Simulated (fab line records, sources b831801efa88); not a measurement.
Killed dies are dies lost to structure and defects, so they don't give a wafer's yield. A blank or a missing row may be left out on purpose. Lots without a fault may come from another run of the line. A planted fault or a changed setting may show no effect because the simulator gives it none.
fab line records | flow sky130
record lots=6 wafers=18 last_day=50
route steps=708 shown CAPM@541 METAL3@555 VIA3@573 PAD_OPEN@708
lots that met no fault: from a run of the same line without faults
start_h: hours from the record's first day to the start of the lot's first wafer shown | wait_h: hours since the lot's step before | " the same as in the row above | L1.1+2: a row that stands for several wafers | - no value, or no start given | * or withheld: withheld | < > ~ a bound
route shown NAME@n: a module of which the file shows steps, and the number in the route of the first | usual: mean/standard deviation of fault-free wafers | same: alike in all rows | chamber/n: place in a boat | sites: the reading at each site | _std_site: their standard deviation | _edge_site: outer sites' mean less inner sites' | radius_mm: how far each site lies from the wafer's centre | mask NAME#n: copy n | behind: the tool/chamber that last shaped the wafer | hold: why the lot was held/for how many hours/how that ended | device: the transistor (n, p or np) that didn't switch | end of line: the same wafers' tests at the end of the route | a step without rows: its recipe alone | killed: dies lost to structure and defects at the first sort, not the wafer's yield | map: a wafer's dies, x killed, . not, _ none there
set.NAME: the setting as run; set.NAME@STEP: as run at that earlier step | model.NAME: the simulator's own value behind a step, which no gauge read
lots at some steps of the route; a table a step, a row a wafer
services: from which hour (start_h, from the record's first day; less than 0 if before it) a tool's chamber was out of use, for how many hours, and why
## steps
# step SKY_CAPM_THK_MEAS_04
# recipe thk_meas_gauge=xrf reads=TiN_of_CAPM_SPUTTER_02
# usual CAPM_TIN_THK=195.9/2.1
# columns lot.wafer tool chamber start_h wait_h CAPM_TIN_THK[nm]
L482.1 film_metro-01 - 840.71 0.1 202.0
L482.5 " - " " 200.4
L482.6 " - " " 199.9
L483.1 film_metro-03 - 850.76 0.1 197.2
L483.2 " - " " 195.7
L483.6 " - " " 196.7
L489.2 film_metro-03 - 914.72 0.1 194.2
L489.5 " - " " 197.3
L489.6 " - " " 194.6
L492.2 film_metro-02 - 919.21 0.1 193.6
L492.4 " - " " 193.7
L492.5 " - " " 195.4
L499.2 film_metro-02 - 994.77 0.1 194.2
L499.4 " - " " 195.4
L499.6 " - " " 192.4
L501.1 film_metro-03 - 1001.16 0.1 198.0
L501.5 " - " " 195.6
L501.6 " - " " 196.8
# step SKY_CAPM_DEHYDRATE_05
# recipe temp_c=200 time_s=60
# step SKY_CAPM_HMDS_06
# recipe prime_time_s=60 prime_temp_c=120
# step SKY_CAPM_COAT_07
# recipe resist=NOVOLAK spin_rpm=3000 resist_thk_nm=1140
# step SKY_CAPM_SOFTBAKE_08
# recipe temp_c=90 time_s=60 resist=NOVOLAK
# step SKY_CAPM_EXPOSE_09
# recipe mask_id=CAPM na=0.6 source_shape=conventional sigma_outer=0.6 polarization=unpolarized target_cd_nm=1000 dose_mj=159
# step SKY_CAPM_PEB_10
# recipe temp_c=withheld time_s=* resist=NOVOLAK
# step SKY_CAPM_DEVELOP_11
# recipe resist=NOVOLAK developer=TMAH develop_time_s=60 dev_temp_c=23
# step SKY_CAPM_OVL_MEAS_12
# usual CAPM_OVL=-0.8/1.5
# columns lot.wafer tool chamber start_h wait_h CAPM_OVL[nm]
L482.1 overlay-02 - 866.01 0.1 0.6
L482.5 " - " " 0.9
L482.6 " - " " -0.5
L483.1 overlay-02 - 875.46 0.1 -1.1
L483.2 " - " " 1.2
L483.6 " - " " 1.1
L489.2 overlay-01 - 939.35 0.1 -0.8
L489.5 " - " " -1.7
L489.6 " - " " -1.4
L492.2 overlay-02 - 943.80 0.1 0.4
L492.4 " - " " -1.5
L492.5 " - " " -0.2
L499.2 overlay-02 - 1016.62 0.1 -1.7
L499.4 " - " " -4.6
L499.6 " - " " -2.6
L501.1 overlay-01 - 1023.31 0.1 -2.5
L501.5 " - " " -1.6
L501.6 " - " " -2.4
# step SKY_CAPM_METAL_ETCH_13
# recipe target_depth_nm=220 stop_on=SiO2 chemistry=Cl2/BCl3 target=TiN pressure_mtorr=10 icp_w=900 bias_w=48.5 Cl2_flow_sccm=60 bcl3_flow_sccm=30 time_s=62.9
# step SKY_CAPM_STRIP_14
# recipe chemistry=O2/N2 power_w=1400 pressure_mtorr=1500 platen_temp_c=withheld o2_flow_sccm=3000 n2_flow_sccm=300 overash_fraction=0.5
# usual drypump_motor_current_A=5.57/0.25 n2_flow_sccm=299.8/1.4 oes_product_au=0.710/0.0046 strip_time_to_endpoint_s=12.65/0.042
# columns lot.wafer tool chamber start_h wait_h drypump_motor_current_A n2_flow_sccm oes_product_au rf_hours_counter_h strip_time_to_endpoint_s
L482.1 plasma_asher-02 0 866.20 0.1 5.97 300.2 0.707 44 12.65
L482.5 " 0 " " 5.94 299.4 0.708 - 12.66
L482.6 " 1 " " 5.02 300.0 0.703 - 12.67
L483.1 plasma_asher-03 0 875.57 0.1 5.40 300.6 0.709 76 12.70
L483.2 " 1 " " 5.50 299.0 0.707 76 12.70
L483.6 " 1 " " 5.50 299.1 0.717 - 12.67
L489.2 plasma_asher-03 0 939.46 0.1 5.41 301.1 0.717 82 12.69
L489.5 " 1 " " 5.49 300.1 0.712 - 12.72
L489.6 " 0 " " 5.39 300.3 0.710 - 12.65
L492.2 plasma_asher-03 0 943.91 0.1 5.37 299.2 0.708 83 12.63
L492.4 " 0 " " 5.37 299.0 0.706 - 12.62
L492.5 " 0 " " 5.37 298.6 0.704 - 12.65
L499.2 plasma_asher-04 0 1016.73 0.1 5.81 302.1 0.705 27 12.62
L499.4 " 0 " " 5.84 300.3 0.716 - 12.61
L499.6 " 0 " " 5.83 299.8 0.715 - 12.60
L501.1 plasma_asher-02 1 1023.42 0.1 5.02 300.0 0.698 59 12.70
L501.5 " 1 " " 5.03 298.8 0.704 - 12.66
L501.6 " 0 " " 5.99 299.2 0.708 - 12.67
# step SKY_CAPM_STRIP_15
# recipe chemistry=post_etch_residue_remover time_s=1200 temp_c=72.5
# step SKY_CAPM_CLEAN_16
# recipe chemistry=IPA time_s=180 temp_c=25
# columns lot.wafer tool chamber start_h wait_h
L482.1+5+6 wet_bench-03 0 866.64 0.0
L483.1+2+6 wet_bench-04 1 876.01 0.0
L489.2+5+6 wet_bench-01 1 939.92 0.0
L492.2+4+5 wet_bench-03 3 944.35 0.0
L499.2+4+6 wet_bench-04 2 1017.17 0.0
L501.1+5+6 wet_bench-04 2 1023.87 0.0
# step SKY_CAPM_CLEAN_17
# recipe chemistry=O3/DIW dry=n2_spin
# step SKY_METAL3_DEHYDRATE_05
# recipe temp_c=200 time_s=60
# step SKY_METAL3_HMDS_06
# recipe prime_time_s=60 prime_temp_c=120
# step SKY_METAL3_COAT_07
# recipe resist=BARC temp_c=withheld time_s=withheld spin_rpm=3000 resist_thk_nm=60
# step SKY_METAL3_COAT_08
# recipe resist=KrF-thick spin_rpm=3000 resist_thk_nm=1140
# step SKY_METAL3_SOFTBAKE_09
# recipe temp_c=100 time_s=90 resist=KrF-thick
# step SKY_METAL3_EXPOSE_10
# recipe mask_id=MM3 na=0.68 source_shape=annular sigma_inner=0.4 sigma_outer=0.8 target_cd_nm=300 dose_mj=28
# step SKY_METAL3_PEB_11
# recipe peb_temp_c=withheld peb_time_s=withheld resist=KrF-thick
# step SKY_METAL3_DEVELOP_12
# recipe develop_time_s=58.83 resist=KrF-thick dev_temp_c=21
# step SKY_METAL3_CD_MEAS_13
# recipe target_cd_nm=300
# usual cd_nm=299.9/1.8
# columns lot.wafer tool chamber start_h wait_h cd_nm
L482.1 cd_sem-01 - 892.30 - 300.6
L482.5 " - " " 300.5
L482.6 " - " " 298.6
L483.1 cd_sem-01 - 901.16 - 296.6
L483.2 " - " " 296.9
L483.6 " - " " 295.7
L489.2 cd_sem-01 - 963.88 - 299.9
L489.5 " - " " 300.4
L489.6 " - " " 299.1
L492.2 cd_sem-01 - 968.23 - 302.8
L492.4 " - " " 303.0
L492.5 " - " " 302.1
L499.2 cd_sem-01 - 1039.88 - 296.4
L499.4 " - " " 297.2
L499.6 " - " " 297.2
L501.1 cd_sem-02 - 1046.61 - 301.0
L501.5 " - " " 300.1
L501.6 " - " " 299.8
# step SKY_METAL3_OVL_MEAS_14
# usual METAL3_OVL=4/4.9
# columns lot.wafer tool chamber start_h wait_h METAL3_OVL[nm]
L482.1 overlay-01 - 892.42 0.1 0
L482.5 " - " " 1
L482.6 " - " " 2
L483.1 overlay-02 - 901.28 0.1 -1
L483.2 " - " " 0
L483.6 " - " " 6
L489.2 overlay-02 - 963.99 0.1 2
L489.5 " - " " 3
L489.6 " - " " 1
L492.2 overlay-02 - 968.34 0.1 4
L492.4 " - " " 2
L492.5 " - " " 1
L499.2 overlay-01 - 1039.99 0.1 2
L499.4 " - " " 3
L499.6 " - " " 0
L501.1 overlay-02 - 1046.73 0.1 1
L501.5 " - " " 4
L501.6 " - " " 2
# step SKY_METAL3_DESCUM_15
# recipe chemistry=O2 source_power_w=150 bias_power_w=0 pressure_mtorr=10 temp_c=40 time_s=8
# usual drypump_motor_current_A=5.6/0.51 oes_product_au=1.001/0.0091
# columns lot.wafer tool chamber start_h wait_h drypump_motor_current_A oes_product_au rf_hours_counter_h
L482.1 rie_metal-03 0 892.45 0.0 5.4 1.012 6
L482.5 " 1 " " 6.3 1.012 -
L482.6 " 0 " " 5.4 1.018 -
L483.1 rie_metal-02 0 901.32 0.0 4.9 0.997 4
L483.2 " 1 " " 5.1 0.999 4
L483.6 " 0 " " 4.9 1.005 -
L489.2 rie_metal-02 0 964.02 0.0 4.8 0.997 7
L489.5 " 1 " " 5.1 0.992 -
L489.6 " 0 " " 4.9 0.993 -
L492.2 rie_metal-02 0 968.37 0.0 4.9 0.995 8
L492.4 " 1 " " 5.1 0.990 -
L492.5 " 1 " " 5.0 0.996 -
L499.2 rie_metal-02 1 1040.02 0.0 5.1 0.990 10
L499.4 " 0 " " 4.9 0.995 -
L499.6 " 1 " " 5.1 0.999 -
L501.1 rie_metal-04 1 1046.77 0.0 6.0 1.003 11
L501.5 " 0 " " 5.7 0.993 -
L501.6 " 1 " " 6.0 0.994 -
# step SKY_METAL3_ETCH_16
# recipe chemistry=N2/H2 target=BARC ion_energy_ev=200 bias_w=100 pressure_mtorr=30 n2_flow_sccm=100 h2_flow_sccm=200 icp_w=500 stop_on=SiO2 time_s=88.2 target_depth_a=600
# usual drypump_motor_current_A=5.6/0.51 n2_flow_sccm=99.97/0.29 oes_product_au=0.626/0.0043 throttle_valve_pct=13.205/0.0089
# columns lot.wafer tool chamber start_h wait_h drypump_motor_current_A n2_flow_sccm oes_product_au rf_hours_counter_h throttle_valve_pct
L482.1 rie_metal-03 0 892.49 0.0 5.4 100.02 0.627 6 13.200
L482.5 " 1 " " 6.3 100.50 0.636 - 13.180
L482.6 " 0 " " 5.4 99.96 0.618 - 13.215
L483.1 rie_metal-02 0 901.35 0.0 4.9 99.69 0.621 4 13.199
L483.2 " 1 " " 5.1 100.38 0.626 4 13.206
L483.6 " 0 " " 4.9 99.44 0.631 - 13.206
L489.2 rie_metal-02 0 964.05 0.0 4.9 99.99 0.627 7 13.197
L489.5 " 1 " " 5.1 99.52 0.626 - 13.197
L489.6 " 0 " " 4.9 99.78 0.626 - 13.191
L492.2 rie_metal-02 0 968.40 0.0 4.9 100.37 0.627 8 13.206
L492.4 " 1 " " 5.1 100.52 0.626 - 13.208
L492.5 " 1 " " 5.1 100.34 0.630 - 13.210
L499.2 rie_metal-02 1 1040.05 0.0 5.1 99.82 0.634 10 13.224
L499.4 " 0 " " 4.9 100.00 0.617 - 13.213
L499.6 " 1 " " 5.1 99.77 0.627 - 13.200
L501.1 rie_metal-04 1 1046.80 0.0 6.0 99.91 0.624 11 13.210
L501.5 " 0 " " 5.7 99.93 0.624 - 13.196
L501.6 " 1 " " 6.0 99.92 0.634 - 13.201
# step SKY_METAL3_ETCH_17
# recipe target=SiO2 stop_on=TiN chemistry=C4F8/O2/Ar source_w=1500 bias_w=1200 pressure_mtorr=40 c4f8_flow_sccm=withheld O2_flow_sccm=6 Ar_flow_sccm=300 time_s=3.9 target_depth_a=150
# step SKY_METAL3_METAL_ETCH_18
# recipe target_depth_a=8450 stop_on=SiO2 over_etch_frac=0.3 time_s=183.1 chemistry=Cl2/BCl3 resist_sidewall_deg=88 pressure_mtorr=10 icp_w=900 bias_w=48.5 Cl2_flow_sccm=60 bcl3_flow_sccm=30
# step SKY_METAL3_STRIP_19
# recipe chemistry=O2/N2 power_w=1400 pressure_mtorr=1500 platen_temp_c=withheld o2_flow_sccm=3000 n2_flow_sccm=300 overash_fraction=0.5
# usual drypump_motor_current_A=5.66/0.2 n2_flow_sccm=300.1/0.95 oes_product_au=0.501/0.0051 strip_time_to_endpoint_s=6.51/0.066
# columns lot.wafer tool chamber start_h wait_h drypump_motor_current_A n2_flow_sccm oes_product_au rf_hours_counter_h strip_time_to_endpoint_s
L482.1 plasma_asher-03 0 892.78 0.1 5.39 299.9 0.503 77 6.59
L482.5 " 0 " " 5.39 299.9 0.502 - 6.50
L482.6 " 1 " " 5.49 299.6 0.499 - 6.59
L483.1 plasma_asher-04 0 901.70 0.2 5.85 299.5 0.510 15 6.61
L483.2 " 1 " " 5.81 299.8 0.496 15 6.51
L483.6 " 1 " " 5.81 299.4 0.507 - 6.61
L489.2 plasma_asher-04 0 964.34 0.1 5.84 299.2 0.505 22 6.51
L489.5 " 0 " " 5.86 299.9 0.501 - 6.45
L489.6 " 1 " " 5.82 299.1 0.497 - 6.37
L492.2 plasma_asher-01 0 968.69 0.1 5.48 301.0 0.499 116 6.43
L492.4 " 0 " " 5.48 300.7 0.503 - 6.52
L492.5 " 0 " " 5.47 301.6 0.492 - 6.46
L499.2 plasma_asher-03 1 1040.34 0.1 5.46 300.4 0.501 92 6.50
L499.4 " 1 " " 5.46 299.9 0.507 - 6.58
L499.6 " 1 " " 5.47 299.6 0.501 - 6.55
L501.1 plasma_asher-01 1 1047.09 0.1 5.91 300.9 0.510 124 6.60
L501.5 " 1 " " 5.89 299.0 0.503 - 6.62
L501.6 " 0 " " 5.48 299.0 0.495 - 6.54
# step SKY_METAL3_STRIP_20
# recipe chemistry=post_etch_residue_remover time_s=1200 temp_c=72.5
# step SKY_METAL3_CLEAN_21
# recipe chemistry=IPA time_s=180 temp_c=25
# step SKY_METAL3_CLEAN_22
# recipe chemistry=O3/DIW dry=n2_spin
# step SKY_VIA3_HDPCVD_00
# recipe material=SiO2 target_thk_nm=1635 sigma_open_frac=0.3 time_s=272.5 temp_c=400 sih4_flow_sccm=60 pressure_mtorr=6
# step SKY_VIA3_THK_MEAS_01
# recipe reads=SiO2_of_VIA3_HDPCVD_00
# usual VIA3_HDPCVD_THK=1642/16
# columns lot.wafer tool chamber start_h wait_h VIA3_HDPCVD_THK[nm]
L482.1 film_metro-02 - 893.55 0.1 1661
L482.5 " - " " 1673
L482.6 " - " " 1667
L483.1 film_metro-03 - 902.47 0.1 1621
L483.2 " - " " 1622
L483.6 " - " " 1621
L489.2 film_metro-03 - 965.15 0.1 1646
L489.5 " - " " 1650
L489.6 " - " " 1663
L492.2 film_metro-04 - 969.56 0.1 1638
L492.4 " - " " 1624
L492.5 " - " " 1629
L499.2 film_metro-03 - 1041.25 0.2 1623
L499.4 " - " " 1643
L499.6 " - " " 1601
L501.1 film_metro-02 - 1047.88 0.1 1622
L501.5 " - " " 1638
L501.6 " - " " 1639
# step SKY_VIA3_CMP_02
# recipe material=SiO2 down_force_psi=4 platen_rpm=60 pad_velocity_m_s=0.94248
# usual motor_current_A=11.8/0.97
# columns lot.wafer tool chamber start_h wait_h motor_current_A
L482.1 cmp-02 3 893.61 0.1 11.0
L482.5 " 3 " " 12.2
L482.6 " 0 " " 12.4
L483.2 cmp-02 1 902.53 0.0 10.7
L483.1 " 2 " " 11.9
L483.6 " 1 " " 10.9
L489.2 cmp-02 1 965.30 0.1 11.3
L489.5 " 3 " " 11.1
L489.6 " 0 " " 12.2
L492.4 cmp-01 3 969.61 0.0 11.3
L492.2 " 0 " " 12.6
L492.5 " 0 " " 12.4
L499.2 cmp-01 3 1041.30 0.0 11.6
L499.4 " 0 " " 12.9
L499.6 " 3 " " 11.0
L501.1 cmp-01 3 1047.99 0.1 11.0
L501.6 " 2 " " 13.3
L501.5 " 3 " " 11.1
# step SKY_VIA3_BOW_MEAS_03
# recipe mode=bow
# usual VIA3_BOW=80/6.1
# columns lot.wafer tool chamber start_h wait_h VIA3_BOW[um]
L482.1 film_metro-04 - 893.91 0.2 81
L482.5 " - " " 84
L482.6 " - " " 72
L483.1 film_metro-04 - 902.83 0.2 83
L483.2 " - " " 90
L483.6 " - " " 88
L489.2 film_metro-03 - 965.52 0.2 69
L489.5 " - " " 86
L489.6 " - " " 79
L492.2 film_metro-04 - 969.93 0.2 91
L492.4 " - " " 86
L492.5 " - " " 79
L499.2 film_metro-02 - 1041.62 0.3 85
L499.4 " - " " 79
L499.6 " - " " 80
L501.1 film_metro-03 - 1048.24 0.2 84
L501.5 " - " " 84
L501.6 " - " " 75
# step SKY_VIA3_DEHYDRATE_04
# recipe temp_c=200 time_s=60
# step SKY_VIA3_HMDS_05
# recipe prime_time_s=60 prime_temp_c=120
# step SKY_VIA3_COAT_06
# recipe resist=BARC temp_c=withheld time_s=withheld spin_rpm=3000 resist_thk_nm=60
# step SKY_VIA3_COAT_07
# recipe resist=KrF-thick spin_rpm=3000 resist_thk_nm=450
# step SKY_VIA3_SOFTBAKE_08
# recipe temp_c=100 time_s=90 resist=KrF-thick
# step SKY_VIA3_EXPOSE_09
# recipe mask_id=VIM3 na=0.8 source_shape=annular sigma_inner=0.55 sigma_outer=0.85 target_cd_nm=200 dose_mj=38
# step SKY_PAD_OPEN_PROBE_99
# usual defect_limited_yield=82.5/1.9 killed_at_M0_to_M3=44/7.2 killed_at_M4_up=3.0/1.8 killed_at_contacts=24/5.4 killed_at_front_end=14/4.4 killed_at_other=0.4/0.64 killed_dies=86/9.4 killed_open=47/7.7 killed_short=39/5.8 sort_bin_3_pad_short=0.9/0.38 sort_bin_5_function=10.3/1.4 sort_bin_6_memory=6.4/1.2 sort_n_pass=406/9.4 sort_yield_pct=82.5/1.9
# same gross_dies=492 killed_at_back_side=0 sort_bin_4_leakage[%]=0 sort_bin_8_speed[%]=0
# columns lot.wafer tool chamber start_h wait_h hold defect_limited_yield[%] killed_at_M0_to_M3 killed_at_M4_up killed_at_contacts killed_at_front_end killed_at_other killed_dies killed_open killed_short sort_bin_3_pad_short[%] sort_bin_5_function[%] sort_bin_6_memory[%] sort_n_pass sort_yield_pct[%] model.etest.tester.sort_n_pass model.etest.tester.sort_yield_pct model.etest.tester.sort_bin_5_pct model.etest.tester.sort_bin_3_pct
L482.1 prober-02 - 1066.11 0.1 - 82.3 40 1 26 18 2 87 47 38 0.6 9.8 7.3 405 82.3 405 82.32 9.756 0.6098
L482.5 prober-02 - 1066.31 0.2 - 82.5 38 3 27 18 0 86 38 48 0.8 9.6 7.1 406 82.5 406 82.52 9.553 0.813
L482.6 prober-02 - 1066.36 0.2 - 81.9 53 1 23 10 2 89 46 42 0.8 9.8 7.5 403 81.9 403 81.91 9.756 0.813
L483.1 prober-01 - 1069.88 0.1 - 82.5 35 1 37 12 1 86 50 36 1.0 11.0 5.5 406 82.5 406 82.52 10.98 1.016
L483.2 prober-01 - 1069.93 0.1 - 82.9 42 2 23 15 2 84 42 42 0.4 10.0 6.7 408 82.9 408 82.93 9.959 0.4065
L483.6 prober-01 - 1070.13 0.2 - 81.5 39 3 25 23 1 91 49 42 0.4 12.6 5.5 401 81.5 401 81.5 12.6 0.4065
L489.2 prober-02 - 1127.78 0.1 - 83.1 35 3 30 14 1 83 53 29 0.4 12.0 4.5 409 83.1 409 83.13 11.99 0.4065
L489.5 prober-02 - 1127.93 0.2 - 81.3 50 2 25 15 0 92 53 39 0.6 8.5 9.6 400 81.3 400 81.3 8.537 0.6098
L489.6 prober-02 - 1127.98 0.2 - 81.3 50 4 28 9 1 92 51 40 0.4 11.2 7.1 400 81.3 400 81.3 11.18 0.4065
L492.2 prober-01 - 1130.66 0.1 - 81.3 51 2 26 12 1 92 62 30 1.0 10.4 7.3 400 81.3 400 81.3 10.37 1.016
L492.4 prober-01 - 1130.76 0.2 - 83.7 45 2 26 7 0 80 46 34 0.8 9.8 5.7 412 83.7 412 83.74 9.756 0.813
L492.5 prober-01 - 1130.81 0.2 - 80.9 48 5 29 12 0 94 49 45 0.6 10.8 7.7 398 80.9 398 80.89 10.77 0.6098
L499.2 prober-01 - 1186.77 0.1 await_dispo/1.3h/release 73.2 36 3 28 11 54 132 42 36 3.0 15.9 7.9 360 73.2 360 73.17 15.85 3.049
L499.4 prober-01 - 1186.87 0.2 await_dispo/1.3h/release 78.5 31 5 10 9 51 106 28 24 3.9 13.4 4.3 386 78.5 386 78.46 13.41 3.862
L499.6 prober-01 - 1186.97 0.2 await_dispo/1.3h/release 75.6 35 2 17 13 53 120 24 41 3.5 15.0 5.9 372 75.6 372 75.61 15.04 3.455
L501.1 prober-01 - 1191.33 0.1 await_dispo/2.8h/release 74.6 42 1 16 12 54 125 34 37 4.3 14.2 6.9 367 74.6 367 74.59 14.23 4.268
L501.5 prober-01 - 1191.53 0.2 await_dispo/2.8h/release 77.4 38 3 19 9 42 111 34 35 3.0 13.8 5.7 381 77.4 381 77.44 13.82 3.049
L501.6 prober-01 - 1191.58 0.2 await_dispo/2.8h/release 73.6 44 2 23 16 45 130 37 48 4.5 16.3 5.7 362 73.6 362 73.58 16.26 4.472
# killed by level:class
L482.1 CONTACT:geometric_particle:open=8 VIA1:geometric_particle:open=8 FIELD_ISO:geometric_particle:open=7 LI_CONTACT:geometric_particle:open=7 CONTACT:geometric_particle:short=7 METAL1:geometric_particle:short=7 VIA2:geometric_particle:open=6 METAL2:geometric_particle:short=5
L482.5 FIELD_ISO:geometric_particle:short=8 LI_CONTACT:geometric_particle:open=7 CONTACT:geometric_particle:open=7 METAL1:geometric_particle:short=6 VIA2:geometric_particle:open=6 VIA1:geometric_particle:short=5 VIA1:geometric_particle:open=5 METAL2:geometric_particle:short=5
L482.6 VIA2:geometric_particle:open=12 VIA1:geometric_particle:open=11 VIA1:geometric_particle:short=8 LI_CONTACT:geometric_particle:open=7 VIA3:geometric_particle:open=6 FIELD_ISO:geometric_particle:short=5 CONTACT:geometric_particle:short=5 CONTACT:geometric_particle:open=5
L483.1 LI_CONTACT:geometric_particle:open=12 CONTACT:geometric_particle:open=11 VIA1:geometric_particle:open=9 LI_CONTACT:geometric_particle:short=5 VIA2:geometric_particle:open=5 VIA3:geometric_particle:short=5 FIELD_ISO:geometric_particle:short=4 CONTACT:geometric_particle:short=4
L483.2 LI_CONTACT:geometric_particle:open=10 VIA1:geometric_particle:open=8 METAL2:geometric_particle:short=8 VIA3:geometric_particle:open=8 CONTACT:geometric_particle:open=5 VIA1:geometric_particle:short=4 LOCAL_INTERCONNECT:geometric_particle:short=4 CONTACT:geometric_particle:short=4
L483.6 CONTACT:geometric_particle:open=10 VIA3:geometric_particle:open=9 VIA1:geometric_particle:open=7 METAL2:geometric_particle:short=7 FIELD_ISO:geometric_particle:open=6 LI_CONTACT:geometric_particle:open=6 CONTACT:geometric_particle:short=6 METAL1:geometric_particle:short=5
L489.2 CONTACT:geometric_particle:open=14 VIA1:geometric_particle:open=12 LI_CONTACT:geometric_particle:open=9 POLY_GATE:geometric_particle:short=6 VIA2:geometric_particle:open=5 CONTACT:geometric_particle:short=4 FIELD_ISO:geometric_particle:open=3 METAL1:geometric_particle:short=3
L489.5 VIA1:geometric_particle:open=14 VIA2:geometric_particle:open=12 CONTACT:geometric_particle:open=11 CONTACT:geometric_particle:short=7 VIA2:geometric_particle:short=5 VIA3:geometric_particle:open=5 POLY_GATE:geometric_particle:short=4 LOCAL_INTERCONNECT:geometric_particle:short=4
L489.6 CONTACT:geometric_particle:open=12 VIA1:geometric_particle:open=12 VIA2:geometric_particle:open=10 METAL1:geometric_particle:short=9 LI_CONTACT:geometric_particle:open=6 VIA1:geometric_particle:short=6 METAL2:geometric_particle:short=5 LI_CONTACT:geometric_particle:short=4
L492.2 VIA1:geometric_particle:open=21 CONTACT:geometric_particle:open=13 METAL2:geometric_particle:short=8 VIA3:geometric_particle:open=7 LI_CONTACT:geometric_particle:open=6 VIA1:geometric_particle:short=5 FIELD_ISO:geometric_particle:open=4 CONTACT:geometric_particle:short=4
L492.4 LI_CONTACT:geometric_particle:open=10 CONTACT:geometric_particle:open=9 METAL2:geometric_particle:short=8 VIA1:geometric_particle:open=8 VIA3:geometric_particle:open=7 METAL1:geometric_particle:short=6 VIA3:geometric_particle:short=4 CONTACT:geometric_particle:short=4
L492.5 LI_CONTACT:geometric_particle:open=11 CONTACT:geometric_particle:open=8 METAL1:geometric_particle:short=8 VIA1:geometric_particle:short=7 VIA3:geometric_particle:open=7 CONTACT:geometric_particle:short=6 VIA1:geometric_particle:open=5 METAL2:geometric_particle:short=5
L499.2 CAPM:unspecified=54 CONTACT:geometric_particle:open=11 LI_CONTACT:geometric_particle:open=8 CONTACT:geometric_particle:short=7 METAL1:geometric_particle:short=7 VIA1:geometric_particle:open=7 FIELD_ISO:geometric_particle:short=4 VIA2:geometric_particle:open=4
L499.4 CAPM:unspecified=51 VIA1:geometric_particle:open=7 VIA1:geometric_particle:short=4 VIA2:geometric_particle:open=4 FIELD_ISO:geometric_particle:short=3 POLY_GATE:geometric_particle:open=3 LI_CONTACT:geometric_particle:open=3 METAL2:geometric_particle:short=3
L499.6 CAPM:unspecified=53 METAL2:geometric_particle:short=6 VIA3:geometric_particle:open=6 VIA1:geometric_particle:open=5 LOCAL_INTERCONNECT:geometric_particle:short=5 CONTACT:geometric_particle:open=5 FIELD_ISO:geometric_particle:short=4 CONTACT:geometric_particle:short=4
L501.1 CAPM:unspecified=54 VIA1:geometric_particle:open=12 VIA2:geometric_particle:open=6 FIELD_ISO:geometric_particle:short=5 VIA1:geometric_particle:short=5 METAL2:geometric_particle:short=5 LI_CONTACT:geometric_particle:open=4 CONTACT:geometric_particle:short=4
L501.5 CAPM:unspecified=42 METAL2:geometric_particle:short=10 CONTACT:geometric_particle:open=7 VIA1:geometric_particle:open=6 VIA2:geometric_particle:open=6 CONTACT:geometric_particle:short=4 VIA1:geometric_particle:short=4 FIELD_ISO:geometric_particle:open=3
L501.6 CAPM:unspecified=45 VIA2:geometric_particle:open=10 FIELD_ISO:geometric_particle:short=6 CONTACT:geometric_particle:open=6 VIA1:geometric_particle:short=6 VIA1:geometric_particle:open=6 METAL2:geometric_particle:short=6 FIELD_ISO:geometric_particle:open=5
# map L499.2 (x killed, . not)
__________xxx......x_________
________xxxx........x._______
______xxxxxxx...x.x....._____
_____xxxxxxxx......x.x..x____
____.xxxxxxx.......x....x.___
___xxxxxxxxxx..x........x..__
__.xxxxxxxxxx.xx...........x_
_..xx.xxxx.xx................
_.......xx..........x.....x..
_......x................x....
_...........x.x..............
_......x.xxx..x....x.........
_x...xx..xx.......xx.x.......
_xx..xx.......x.....x........
_.......x.......x........x..x
__x......xxx......x.......xx_
___.....x.....xx...........__
____..x..x.x..x....xx..x..___
_____...xx....x.......x..____
______.........x.x....x._____
________.....x.....x.._______
__________..x..xx..._________
# map L501.6 (x killed, . not)
__________xxx......._________
________xx.x.x....x..._______
______xxxxxxx..........x_____
_____xxxxxxxxx.......xx..____
____xxxxxxxxxx.x.......x..___
___xxxxxxxxx.....x.........__
__xxxxxxxxx..x.............._
_..x.xxxxx.x.......x.x.x.x...
_.....x.xx......x.x......x...
_............x.........x....x
_.....x.x.xx.......x....xx...
_............x...x..x.x......
_.................x.......x..
_.....x......x...x.x...x.x..x
_.x..........x...x...x.....x.
__..x..x.....x.......xx.x..._
___.x..x...x.........x...x.__
____...x........x.........___
_____.........x...x...x..____
______.x......x.x......._____
________.x..x.x.....x._______
__________..xxx....._________
## services
# columns tool chamber start_h hours kind
rie_metal-03 1 843.87 - clean
plasma_asher-04 - 847.49 0.5 repair
rie_metal-02 0 854.29 30.0 repair
cmp-01 - 861.58 4.8 pm
plasma_asher-02 - 874.32 1.9 repair
cmp-01 - 884.46 1.6 repair
wet_bench-03 - 890.89 3.8 repair
cmp-02 - 895.34 0.5 repair
cmp-01 - 901.76 2.8 repair
plasma_asher-04 - 909.60 2.8 pm
plasma_asher-01 - 914.66 2.6 repair
cmp-02 - 918.87 4.0 pm
cmp-02 - 922.87 - consumable_replace:conditioner
cmp-02 - 922.87 - consumable_replace:pad
cmp-02 - 956.10 3.6 pm
rie_metal-04 - 967.80 1.4 repair
cmp-02 - 983.60 8.9 pm
rie_metal-02 - 994.45 1.2 repair
rie_metal-02 1 998.34 22.1 repair
wet_bench-04 - 1009.16 1.9 pm
cmp-02 - 1013.64 2.5 repair
rie_metal-02 0 1015.91 9.0 repair
cmp-01 - 1037.63 0.6 repair
rie_metal-03 - 1038.25 0.4 repair
## key
first_sign step=SKY_PAD_OPEN_PROBE_99 reading=killed_at_other direction=up sigmas=49 usual=0.4 struck=49.8
effect step=SKY_PAD_OPEN_PROBE_99 reading=sort_bin_3_pad_short direction=up sigmas=7.4 usual=0.9 struck=3.7
model_effect step=SKY_PAD_OPEN_PROBE_99 value=etest.tester.sort_n_pass without=414.2 struck=371.3
met_at SKY_CAPM_CLEAN_16
struck_wafers L499.2,L499.4,L499.6,L501.1,L501.5,L501.6
onset_between 876.01 1017.17
also_fits time
fault kind=chamber_particle_source tool=wet_bench-04 chamber=- onset_h=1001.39 steps=SKY_CAPM_CLEAN_16 rate_per_visit_cm2=1.347 end_h=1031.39
